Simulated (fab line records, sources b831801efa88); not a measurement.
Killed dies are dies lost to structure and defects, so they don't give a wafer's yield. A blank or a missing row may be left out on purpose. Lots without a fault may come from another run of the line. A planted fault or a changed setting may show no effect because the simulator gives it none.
Problem report in the 8D (eight disciplines) form, filled by code | flow gf180mcu | the parts of the form that need people (team, actions taken, sign-off) are left out

1. THE PROBLEM
dose_ions_cm2 at GF_PSD_IMPLANT_09 reads a mean of 1.5e+15 on 6 wafers of 2 lots; wafers without a fault read 1.5e+15 with a standard deviation of 1.7e+12. That is +27 standard deviations from the usual mean.
First seen on wafer L961.3, day 16 13:26, on implanter-01. The record holds 18 wafers of 6 lots with a number at this step. Rule for "out", or "out of limits": more than 4 standard deviations from the usual mean. The other wafers with a number count as sound.

2. WHAT IT IS AND WHAT IT IS NOT
question                    | is                     | is not
which readings at this step | dose_ions_cm2          | -
which lots                  | L961, L965             | L954, L956, L967, L977
which wafers of those lots  | all that have a number | -
read on which tools         | implanter-01           | implanter-02, implanter-03
when                        | from day 16 13:26      | up to then (6 sound wafers); but 6 sound wafers of L967, L977 came after

3. SUSPECTS, AND WHAT RULES EACH OUT
Counting: a tool at a process step up to the reading stays a suspect if it ran every lot that is out and no sound lot after the first of them.
- implanter-01 at GF_PSD_IMPLANT_09: kept. It ran every lot that is out, first L961 (day 16 13:26), and no sound lot after that; its last sound lot up to then is L954 (day 14 07:11). Its own readings are out on those wafers: dose_ions_cm2.
Left after counting: implanter-01 at GF_PSD_IMPLANT_09.

4. THE CAUSE (what the simulator had put in)
Process parameter drift: implanter-01, from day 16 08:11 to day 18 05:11, at GF_PSD_IMPLANT_09. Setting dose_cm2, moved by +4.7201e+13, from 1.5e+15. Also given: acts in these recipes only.
Counting left only this tool.

5. THE CHAIN OF EFFECTS, in route order
Each row: a reading whose mean over the struck wafers that have a number lies more than 3 standard deviations from the usual. Only readings for which the record gives a usual standard deviation are gone through. hours: the time from each lot's start at the first step in this table that gives one to its start at this step, as a median over the lots. sigmas: the change in usual standard deviations.
hours | step              | reading       | usual   | on struck wafers | change   | sigmas
0     | GF_PSD_IMPLANT_09 | dose_ions_cm2 | 1.5e+15 | 1.5e+15          | +4.5e+13 | +27
The process steps in it:
- GF_PSD_IMPLANT_09

6. WHAT WOULD HAVE CAUGHT IT SOONER
In this record the first reading out of limits was taken at day 16 13:26, 5 hours after the fault began at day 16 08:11.
